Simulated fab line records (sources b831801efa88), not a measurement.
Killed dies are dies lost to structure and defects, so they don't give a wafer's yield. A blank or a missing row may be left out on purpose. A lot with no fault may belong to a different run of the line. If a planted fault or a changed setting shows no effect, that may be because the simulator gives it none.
fab line records	flow gf180mcu
[record] lots = 24	wafers = 72	lastDay = 34
route steps=602 shown NSD@246 M3@424 V4@479 V5@543 PASSIVATION@589
lots with no fault: from the same line, run without faults
startH: hours from the record's first day to the start of the lot's first wafer shown	waitH: hours since the lot's step before	" unchanged from the row above	L1.1+2: a row that stands for several wafers	- value missing, or start not given	* or withheld: withheld	< > ~ a bound
route shown NAME@n: NAME is a module with steps in the file, n the number in the route of the first one	usual: mean and standard deviation over wafers with no fault	same: alike in all rows	chamber/n: place in a boat	sites: readings site by site	_std_site: standard deviation across them	_edge_site: mean of outer sites minus mean of inner sites	radiusMm: for every site, how far away it sits from the centre of the wafer	mask NAME#n: copy n	behind: the tool/chamber that last shaped the wafer	hold: why the lot was held/for how many hours/how that ended	device: which transistor (n, p or np) failed to switch	end of line: the tests these same wafers got at the end of their route	step lacking rows: just its recipe	killed: not the wafer's yield, but the dies lost to structure and defects at the first sort	map: per-die view of a wafer (x killed, . not killed, _ where there is no die)
set.NAME: the setting that was run; set.NAME@STEP: the one run at that earlier step	model.NAME: the simulator's own value behind a step, which no gauge read
the route's steps for a sample of lots (tables are steps, rows are wafers)
services: the hour from which a tool's chamber was out of use, counted from the record's first day as startH (under 0 if before that day), plus the number of hours and why
[[steps]]
[step GF_NSD_STRIP_11]
[recipe] chemistry = O2/N2	powerW = 1400	pressureMtorr = 1500	platenTempC = 250	o2FlowSccm = 3000	n2FlowSccm = 300	overashFraction = 0.5
[usual] drypumpMotorCurrentA = 5.6/0.44	heaterPowerW = 307/37	oesProductAu = 0.488/0.0044	stripTimeToEndpointS = 22.99/0.039
lot.wafer	tool	chamber	startH	waitH	drypumpMotorCurrentA	heaterPowerW	oesProductAu	rfHoursCounterH	stripTimeToEndpointS
L074.1	plasmaAsher-03	1	292.39	0.1	5.4	242	0.482	58	22.98
L074.4	"	1	"	"	5.4	243	0.489	-	22.95
L074.6	"	1	"	"	5.4	243	0.485	-	22.93
L075.1	plasmaAsher-03	1	300.97	0.1	5.4	243	0.484	59	22.93
L075.2	"	0	"	"	6.1	337	0.482	59	22.94
L075.5	"	1	"	"	5.4	249	0.495	-	22.93
L076.1	plasmaAsher-01	1	306.84	0.1	4.8	321	0.478	54	23.04
L076.5	"	0	"	"	5.3	307	0.488	-	23.07
L076.6	"	1	"	"	4.8	313	0.483	-	23.07
L077.1	plasmaAsher-02	1	323.57	0.1	6.1	298	0.491	71	22.95
L077.2	"	0	"	"	5.6	353	0.489	71	22.98
L077.6	"	1	"	"	6.1	297	0.488	-	22.98
L078.2	plasmaAsher-02	0	330.09	0.1	5.6	351	0.493	72	22.95
L078.4	"	1	"	"	6.1	303	0.486	-	22.92
L078.6	"	1	"	"	6.1	298	0.486	-	22.89
L079.1	plasmaAsher-01	0	339.89	0.1	5.4	293	0.486	58	22.99
L079.5	"	0	"	"	5.3	296	0.491	-	23.00
L079.6	"	1	"	"	4.8	321	0.485	-	22.99
L080.3	plasmaAsher-01	0	344.90	0.1	5.4	296	0.485	-	22.94
L080.4	"	1	"	"	4.8	318	0.483	-	23.00
L080.6	"	1	"	"	4.8	320	0.487	-	22.94
L081.2	plasmaAsher-02	1	346.94	0.1	6.1	300	0.491	74	23.00
L081.3	"	0	"	"	5.6	355	0.480	-	23.01
L081.4	"	1	"	"	6.1	309	0.488	-	22.95
L082.3	plasmaAsher-02	0	366.90	0.1	5.6	353	0.489	-	23.05
L082.5	"	0	"	"	5.6	349	0.485	-	22.99
L082.6	"	1	"	"	6.1	301	0.496	-	23.02
L083.1	plasmaAsher-01	1	368.17	0.1	4.8	327	0.487	62	22.98
L083.3	"	0	"	"	5.4	294	0.493	-	22.97
L083.5	"	0	"	"	5.4	287	0.479	-	22.94
L084.1	plasmaAsher-03	1	376.19	0.1	5.3	248	0.489	63	23.01
L084.3	"	1	"	"	5.3	246	0.487	-	23.04
L084.4	"	0	"	"	6.1	334	0.494	-	23.00
L085.1	plasmaAsher-02	0	383.64	0.1	5.6	357	0.495	79	23.02
L085.5	"	0	"	"	5.6	351	0.492	-	23.00
L085.6	"	1	"	"	6.1	298	0.488	-	22.98
L086.1	plasmaAsher-03	1	395.94	0.1	5.4	244	0.487	65	23.00
L086.2	"	0	"	"	6.1	336	0.491	65	22.98
L086.5	"	1	"	"	5.4	239	0.492	-	22.99
L087.3	plasmaAsher-03	1	408.42	0.1	5.4	244	0.486	-	22.97
L087.4	"	0	"	"	6.1	333	0.486	-	22.97
L087.5	"	0	"	"	6.0	335	0.486	-	22.98
L088.1	plasmaAsher-03	0	425.57	0.1	6.1	343	0.496	68	22.96
L088.2	"	1	"	"	5.4	239	0.495	68	22.96
L088.6	"	0	"	"	6.1	330	0.496	-	23.03
L089.1	plasmaAsher-01	0	430.09	0.1	5.4	296	0.490	69	23.03
L089.4	"	1	"	"	4.8	323	0.488	-	23.00
L089.5	"	1	"	"	4.8	315	0.486	-	22.99
L090.2	plasmaAsher-02	0	434.24	0.1	5.6	350	0.487	0	22.95
L090.3	"	0	"	"	5.6	339	0.483	-	22.94
L090.4	"	1	"	"	6.1	318	0.485	-	22.95
L091.2	plasmaAsher-03	1	443.79	0.1	5.4	239	0.489	70	23.05
L091.3	"	1	"	"	5.3	253	0.490	-	23.00
L091.5	"	1	"	"	5.4	244	0.492	-	23.01
L092.2	plasmaAsher-03	0	454.29	0.1	6.1	328	0.494	71	22.99
L092.4	"	0	"	"	6.1	336	0.487	-	22.97
L092.6	"	0	"	"	6.1	334	0.494	-	23.03
L093.1	plasmaAsher-03	0	457.22	0.1	6.1	338	0.484	72	23.00
L093.2	"	1	"	"	5.4	244	0.495	72	23.00
L093.4	"	0	"	"	6.1	334	0.487	-	23.04
L094.1	plasmaAsher-01	1	465.29	0.1	4.8	323	0.490	72	22.97
L094.3	"	0	"	"	5.3	296	0.487	-	22.96
L094.5	"	0	"	"	5.4	291	0.489	-	22.98
L095.1	plasmaAsher-02	1	472.47	0.1	6.1	312	0.495	4	22.96
L095.3	"	0	"	"	5.6	343	0.480	-	22.93
L095.6	"	0	"	"	5.6	345	0.479	-	22.99
L096.1	plasmaAsher-03	0	477.13	0.1	6.1	336	0.483	74	22.99
L096.2	"	1	"	"	5.4	244	0.487	74	23.02
L096.5	"	1	"	"	5.4	240	0.479	-	23.01
L097.1	plasmaAsher-02	1	486.53	0.1	6.1	310	0.488	6	23.02
L097.2	"	0	"	"	5.6	340	0.492	6	23.01
L097.6	"	0	"	"	5.6	352	0.486	-	23.00
[step GF_M3_OVL_MEAS_15]
[usual] M3_OVL = -4/5
lot.wafer	tool	chamber	startH	waitH	M3_OVL[nm]
L074.1	overlay-01	-	482.48	0.1	4
L074.4	"	-	"	"	3
L074.6	"	-	"	"	1
L075.1	overlay-02	-	492.65	0.1	0
L075.2	"	-	"	"	-5
L075.5	"	-	"	"	1
L076.1	overlay-01	-	499.85	0.1	-1
L076.5	"	-	"	"	-7
L076.6	"	-	"	"	-8
L077.1	overlay-01	-	519.48	0.1	-2
L077.2	"	-	"	"	2
L077.6	"	-	"	"	-1
L078.2	overlay-01	-	526.51	0.1	-3
L078.4	"	-	"	"	-10
L078.6	"	-	"	"	-8
L079.1	overlay-01	-	536.33	0.1	-3
L079.5	"	-	"	"	-5
L079.6	"	-	"	"	1
L080.3	overlay-02	-	542.62	0.1	4
L080.4	"	-	"	"	-1
L080.6	"	-	"	"	-2
L081.2	overlay-02	-	543.57	0.1	-8
L081.3	"	-	"	"	-5
L081.4	"	-	"	"	2
L082.3	overlay-02	-	563.36	0.1	5
L082.5	"	-	"	"	-4
L082.6	"	-	"	"	-2
L083.1	overlay-01	-	564.86	0.1	-2
L083.3	"	-	"	"	2
L083.5	"	-	"	"	-3
L084.1	overlay-02	-	571.80	0.1	-7
L084.3	"	-	"	"	-10
L084.4	"	-	"	"	0
L085.1	overlay-02	-	582.36	0.1	5
L085.5	"	-	"	"	6
L085.6	"	-	"	"	1
L086.1	overlay-01	-	592.05	0.1	-4
L086.2	"	-	"	"	1
L086.5	"	-	"	"	-6
L087.3	overlay-01	-	602.31	0.1	-7
L087.4	"	-	"	"	-4
L087.5	"	-	"	"	-7
L088.1	overlay-01	-	619.61	0.1	-11
L088.2	"	-	"	"	-4
L088.6	"	-	"	"	-8
L089.1	overlay-01	-	621.63	0.1	3
L089.4	"	-	"	"	0
L089.5	"	-	"	"	4
L090.2	overlay-02	-	626.26	0.1	-11
L090.3	"	-	"	"	-9
L090.4	"	-	"	"	-7
L091.2	overlay-01	-	632.82	0.1	-4
L091.3	"	-	"	"	-5
L091.5	"	-	"	"	-6
L092.2	overlay-01	-	644.15	0.1	4
L092.4	"	-	"	"	2
L092.6	"	-	"	"	2
L093.1	overlay-01	-	644.75	0.1	-7
L093.2	"	-	"	"	-12
L093.4	"	-	"	"	-6
L094.1	overlay-02	-	651.28	0.1	-3
L094.3	"	-	"	"	-7
L094.5	"	-	"	"	-5
L095.1	overlay-02	-	657.45	0.1	-9
L095.3	"	-	"	"	-4
L095.6	"	-	"	"	5
L096.1	overlay-02	-	661.10	0.1	-7
L096.2	"	-	"	"	-12
L096.5	"	-	"	"	-6
L097.1	overlay-02	-	669.50	0.1	-5
L097.2	"	-	"	"	-1
L097.6	"	-	"	"	-7
[step GF_V4_THK_MEAS_03]
[recipe] reads = SiO2_of_V4_CVD_02
[usual] V4_CVD_02_THK = 845/11
lot.wafer	tool	chamber	startH	waitH	V4_CVD_02_THK[nm]
L074.1	filmMetro-02	-	533.42	0.0	835
L074.4	"	-	"	"	861
L074.6	"	-	"	"	841
L075.1	filmMetro-03	-	541.59	0.0	836
L075.2	"	-	"	"	836
L075.5	"	-	"	"	853
L076.1	filmMetro-04	-	549.84	0.0	844
L076.5	"	-	"	"	857
L076.6	"	-	"	"	861
L077.1	filmMetro-03	-	568.77	0.0	841
L077.2	"	-	"	"	832
L077.6	"	-	"	"	841
L078.2	filmMetro-02	-	575.69	0.0	840
L078.4	"	-	"	"	859
L078.6	"	-	"	"	863
L079.1	filmMetro-03	-	584.50	0.0	850
L079.5	"	-	"	"	850
L079.6	"	-	"	"	838
L080.3	filmMetro-02	-	591.14	0.1	856
L080.4	"	-	"	"	865
L080.6	"	-	"	"	863
L081.2	filmMetro-04	-	592.11	0.0	842
L081.3	"	-	"	"	847
L081.4	"	-	"	"	857
L082.3	filmMetro-04	-	609.75	0.1	844
L082.5	"	-	"	"	862
L082.6	"	-	"	"	852
L083.1	filmMetro-02	-	610.81	0.0	824
L083.3	"	-	"	"	828
L083.5	"	-	"	"	844
L084.1	filmMetro-04	-	618.03	0.0	850
L084.3	"	-	"	"	842
L084.4	"	-	"	"	862
L085.1	filmMetro-04	-	627.97	0.0	829
L085.5	"	-	"	"	857
L085.6	"	-	"	"	845
L086.1	filmMetro-04	-	637.18	0.0	841
L086.2	"	-	"	"	830
L086.5	"	-	"	"	855
L087.3	filmMetro-03	-	647.50	0.1	829
L087.4	"	-	"	"	849
L087.5	"	-	"	"	848
L088.1	filmMetro-04	-	663.56	0.0	832
L088.2	"	-	"	"	837
L088.6	"	-	"	"	855
L089.1	filmMetro-04	-	664.52	0.0	842
L089.4	"	-	"	"	849
L089.5	"	-	"	"	858
L090.2	filmMetro-02	-	669.92	0.0	841
L090.3	"	-	"	"	827
L090.4	"	-	"	"	846
L091.2	filmMetro-03	-	675.14	0.0	833
L091.3	"	-	"	"	829
L091.5	"	-	"	"	856
L092.2	filmMetro-04	-	687.00	0.0	834
L092.4	"	-	"	"	848
L092.6	"	-	"	"	844
L093.1	filmMetro-04	-	687.13	0.0	825
L093.2	"	-	"	"	813
L093.4	"	-	"	"	838
L094.1	filmMetro-04	-	693.77	0.0	841
L094.3	"	-	"	"	834
L094.5	"	-	"	"	850
L095.1	filmMetro-02	-	699.33	0.0	834
L095.3	"	-	"	"	842
L095.6	"	-	"	"	858
L096.1	filmMetro-02	-	702.82	0.0	844
L096.2	"	-	"	"	845
L096.5	"	-	"	"	848
L097.1	filmMetro-04	-	710.38	0.0	833
L097.2	"	-	"	"	857
L097.6	"	-	"	"	843
[step GF_V5_THK_MEAS_03]
[recipe] reads = SiO2_of_V5_CVD_02
[usual] V5_CVD_02_THK = 1453/19
lot.wafer	tool	chamber	startH	waitH	V5_CVD_02_THK[nm]
L074.1	filmMetro-02	-	603.06	0.1	1483
L074.4	"	-	"	"	1442
L074.6	"	-	"	"	1468
L075.1	filmMetro-02	-	610.14	0.1	1444
L075.2	"	-	"	"	1446
L075.5	"	-	"	"	1444
L076.1	filmMetro-01	-	617.93	0.1	1442
L076.5	"	-	"	"	1473
L076.6	"	-	"	"	1444
L077.1	filmMetro-03	-	635.32	0.1	1477
L077.2	"	-	"	"	1451
L077.6	"	-	"	"	1465
L078.2	filmMetro-02	-	641.84	0.1	1441
L078.4	"	-	"	"	1467
L078.6	"	-	"	"	1460
L079.1	filmMetro-02	-	650.20	0.1	1429
L079.5	"	-	"	"	1469
L079.6	"	-	"	"	1454
L080.3	filmMetro-03	-	655.64	0.1	1421
L080.4	"	-	"	"	1445
L080.6	"	-	"	"	1443
L081.2	filmMetro-01	-	656.36	0.1	1449
L081.3	"	-	"	"	1439
L081.4	"	-	"	"	1459
L082.3	filmMetro-03	-	673.32	0.1	1444
L082.5	"	-	"	"	1465
L082.6	"	-	"	"	1447
L083.1	filmMetro-02	-	673.87	0.1	1447
L083.3	"	-	"	"	1448
L083.5	"	-	"	"	1473
L084.1	filmMetro-01	-	681.27	0.1	1424
L084.3	"	-	"	"	1397
L084.4	"	-	"	"	1422
L085.1	filmMetro-03	-	689.53	0.1	1451
L085.5	"	-	"	"	1456
L085.6	"	-	"	"	1473
L086.1	filmMetro-03	-	698.68	0.1	1455
L086.2	"	-	"	"	1444
L086.5	"	-	"	"	1477
L087.3	filmMetro-01	-	706.75	0.1	1444
L087.4	"	-	"	"	1445
L087.5	"	-	"	"	1478
L088.1	filmMetro-02	-	722.49	0.1	1415
L088.2	"	-	"	"	1441
L088.6	"	-	"	"	1439
L089.1	filmMetro-02	-	723.20	0.1	1428
L089.4	"	-	"	"	1468
L089.5	"	-	"	"	1449
L090.2	filmMetro-01	-	728.06	0.1	1444
L090.3	"	-	"	"	1447
L090.4	"	-	"	"	1440
L091.2	filmMetro-02	-	734.81	0.1	1458
L091.3	"	-	"	"	1458
L091.5	"	-	"	"	1454
L092.2	filmMetro-03	-	743.37	0.1	1438
L092.4	"	-	"	"	1461
L092.6	"	-	"	"	1460
L093.1	filmMetro-01	-	745.25	0.1	1434
L093.2	"	-	"	"	1456
L093.4	"	-	"	"	1490
L094.1	filmMetro-02	-	760.86	0.1	1437
L094.3	"	-	"	"	1410
L094.5	"	-	"	"	1443
L095.1	filmMetro-03	-	761.03	0.1	1460
L095.3	"	-	"	"	1464
L095.6	"	-	"	"	1467
L096.1	filmMetro-01	-	761.03	0.1	1436
L096.2	"	-	"	"	1434
L096.5	"	-	"	"	1475
L097.1	filmMetro-01	-	764.54	0.1	1449
L097.2	"	-	"	"	1428
L097.6	"	-	"	"	1451
[step GF_V5_SPUTTER_21]
[recipe] material = Ti	targetThkNm = 15	chamberPressurePa = 5	powerW = 2500	substrateTempC = 200	timeS = 80.02
[usual] throttleValvePct = 29.9/0.71
lot.wafer	tool	chamber	startH	waitH	throttleValvePct
L074.1	pvdSputter-02	-	625.24	0.0	29.7
L074.4	"	-	"	"	30.4
L074.6	"	-	"	"	29.5
L075.1	pvdSputter-02	-	632.17	0.0	30.8
L075.2	"	-	"	"	29.4
L075.5	"	-	"	"	30.1
L076.1	pvdSputter-03	-	639.03	0.0	30.9
L076.5	"	-	"	"	31.0
L076.6	"	-	"	"	30.1
L077.1	pvdSputter-02	-	656.55	0.0	31.0
L077.2	"	-	"	"	30.0
L077.6	"	-	"	"	30.2
L078.2	pvdSputter-04	-	662.76	0.0	29.5
L078.4	"	-	"	"	28.3
L078.6	"	-	"	"	29.6
L079.1	pvdSputter-02	-	670.88	0.0	29.7
L079.5	"	-	"	"	31.1
L079.6	"	-	"	"	30.4
L080.3	pvdSputter-02	-	675.53	0.0	30.2
L080.4	"	-	"	"	29.5
L080.6	"	-	"	"	30.6
L081.2	pvdSputter-04	-	676.56	0.0	30.4
L081.3	"	-	"	"	28.6
L081.4	"	-	"	"	29.9
L082.3	pvdSputter-04	-	692.88	0.0	28.5
L082.5	"	-	"	"	29.7
L082.6	"	-	"	"	30.6
L083.1	pvdSputter-03	-	693.42	0.0	30.3
L083.3	"	-	"	"	29.7
L083.5	"	-	"	"	29.9
L084.1	pvdSputter-02	-	701.28	0.0	29.9
L084.3	"	-	"	"	29.3
L084.4	"	-	"	"	30.7
L085.1	pvdSputter-02	-	709.07	0.0	29.8
L085.5	"	-	"	"	29.8
L085.6	"	-	"	"	30.4
L086.1	pvdSputter-04	-	718.01	0.0	29.7
L086.2	"	-	"	"	28.7
L086.5	"	-	"	"	28.7
L087.3	pvdSputter-03	-	726.60	0.0	30.4
L087.4	"	-	"	"	30.0
L087.5	"	-	"	"	30.2
L088.1	pvdSputter-02	-	740.81	0.0	29.7
L088.2	"	-	"	"	31.0
L088.6	"	-	"	"	30.6
L089.1	pvdSputter-02	-	742.08	0.0	29.7
L089.4	"	-	"	"	31.0
L089.5	"	-	"	"	30.1
L090.2	pvdSputter-02	-	746.46	0.0	31.2
L090.3	"	-	"	"	30.3
L090.4	"	-	"	"	30.0
L091.2	pvdSputter-04	-	752.86	0.0	30.7
L091.3	"	-	"	"	28.6
L091.5	"	-	"	"	28.8
L092.2	pvdSputter-04	-	760.92	0.0	29.4
L092.4	"	-	"	"	29.8
L092.6	"	-	"	"	29.6
L093.1	pvdSputter-04	-	762.43	0.0	28.3
L093.2	"	-	"	"	29.4
L093.4	"	-	"	"	30.4
L094.1	pvdSputter-02	-	777.87	0.0	30.1
L094.3	"	-	"	"	29.7
L094.5	"	-	"	"	30.3
L096.1	pvdSputter-04	-	778.22	0.0	30.2
L096.2	"	-	"	"	29.6
L096.5	"	-	"	"	28.4
L095.1	pvdSputter-04	-	778.37	0.0	29.3
L095.3	"	-	"	"	30.6
L095.6	"	-	"	"	30.7
L097.1	pvdSputter-04	-	781.82	0.0	29.8
L097.2	"	-	"	"	30.8
L097.6	"	-	"	"	30.5
[step GF_PASSIVATION_CVD_02]
[recipe] material = Si3N4	targetThkNm = 700	timeS = 486.18	tempC = 400	rfW = 450
[usual] heaterPowerW = 697/100	susceptorTempC = 399.99/0.2
lot.wafer	tool	chamber	startH	waitH	heaterPowerW	susceptorTempC
L074.1	pecvd-04	0	647.01	0.1	776	400.01
L074.4	"	0	"	"	777	399.90
L074.6	"	2	"	"	699	400.02
L075.1	pecvd-03	2	653.57	0.1	729	400.10
L075.2	"	0	"	"	671	399.71
L075.5	"	2	"	"	621	399.92
L076.1	pecvd-03	0	660.74	0.1	640	400.05
L076.5	"	2	"	"	692	400.17
L076.6	"	1	"	"	778	400.16
L077.1	pecvd-04	2	678.00	0.1	688	399.89
L077.2	"	1	"	"	538	400.17
L077.6	"	0	"	"	787	400.07
L078.2	pecvd-02	0	690.81	0.0	918	399.90
L078.4	"	2	"	"	683	400.10
L078.6	"	0	"	"	750	400.15
L079.1	pecvd-04	1	691.73	0.1	559	400.18
L079.5	"	0	"	"	885	399.99
L079.6	"	2	"	"	644	400.30
L080.3	pecvd-04	0	696.23	0.0	799	400.16
L080.4	"	2	"	"	730	400.31
L080.6	"	1	"	"	527	399.85
L081.2	pecvd-02	0	696.99	0.0	892	399.92
L081.3	"	2	"	"	650	400.14
L081.4	"	0	"	"	746	399.98
L082.3	pecvd-03	1	712.98	0.0	808	400.12
L082.5	"	0	"	"	642	400.05
L082.6	"	2	"	"	698	400.14
L083.1	pecvd-04	2	714.11	0.1	710	400.15
L083.3	"	1	"	"	539	399.58
L083.5	"	0	"	"	773	399.83
L084.1	pecvd-02	2	720.56	0.1	577	400.30
L084.3	"	0	"	"	911	399.88
L084.4	"	0	"	"	726	399.74
L085.1	pecvd-02	0	728.95	0.1	810	400.32
L085.5	"	0	"	"	860	400.16
L085.6	"	1	"	"	638	399.78
L086.1	pecvd-04	1	737.21	0.1	599	399.81
L086.2	"	2	"	"	726	399.93
L086.5	"	1	"	"	633	400.23
L087.3	pecvd-02	0	745.55	0.0	896	399.74
L087.4	"	1	"	"	671	399.86
L087.5	"	2	"	"	605	399.95
L088.1	pecvd-02	1	759.14	0.1	622	400.23
L088.2	"	0	"	"	920	399.91
L088.6	"	1	"	"	638	399.90
L089.1	pecvd-02	1	760.16	0.1	561	399.62
L089.4	"	0	"	"	752	399.68
L089.5	"	2	"	"	692	400.39
L090.2	pecvd-03	0	764.41	0.0	704	399.99
L090.3	"	1	"	"	832	399.83
L090.4	"	0	"	"	558	400.40
L091.2	pecvd-04	2	770.02	0.0	780	399.86
L091.3	"	1	"	"	537	400.09
L091.5	"	2	"	"	787	399.49
L092.2	pecvd-04	1	779.24	0.0	641	399.79
L092.4	"	1	"	"	522	400.03
L092.6	"	2	"	"	689	400.06
L093.1	pecvd-02	2	780.25	0.1	623	400.19
L093.2	"	0	"	"	840	399.79
L093.4	"	2	"	"	636	400.21
L094.1	pecvd-03	0	795.44	0.1	683	399.61
L094.3	"	2	"	"	654	400.10
L094.5	"	0	"	"	559	399.92
L096.1	pecvd-02	2	795.75	0.1	650	399.99
L096.2	"	1	"	"	684	400.11
L096.5	"	2	"	"	543	399.95
L095.1	pecvd-03	2	796.51	0.1	674	400.29
L095.3	"	1	"	"	723	400.18
L095.6	"	2	"	"	706	400.02
L097.1	pecvd-02	0	799.05	0.1	894	399.71
L097.2	"	1	"	"	666	400.02
L097.6	"	2	"	"	677	399.90
[[services]]
tool	chamber	startH	hours	kind
pecvd-04	-	288.69	1.0	repair
pvdSputter-04	-	302.07	1.6	repair
plasmaAsher-03	-	304.36	14.1	repair
pvdSputter-02	-	313.33	2.6	repair
plasmaAsher-03	-	329.31	12.5	repair
plasmaAsher-02	-	335.47	1.6	repair
plasmaAsher-03	-	349.16	9.0	repair
pecvd-02	-	368.88	14.0	pm
pvdSputter-02	-	371.96	4.2	repair
pecvd-02	1	421.01	11.7	repair
plasmaAsher-02	-	421.25	9.0	pm
pecvd-02	2	424.01	4.8	repair
pecvd-02	-	434.32	5.5	pm
pecvd-04	2	462.65	4.3	repair
pecvd-02	0	499.18	4.8	repair
pecvd-02	2	499.21	6.2	repair
plasmaAsher-02	-	560.97	2.8	pm
pecvd-02	0	649.66	2.2	repair
pecvd-02	-	660.68	14.6	pm
plasmaAsher-02	-	693.74	1.0	repair
plasmaAsher-03	-	733.75	9.0	pm
plasmaAsher-03	-	746.59	28.1	pm
pvdSputter-02	-	778.29	9.2	repair
pvdSputter-04	-	782.85	11.1	repair
[[key]]
fault none
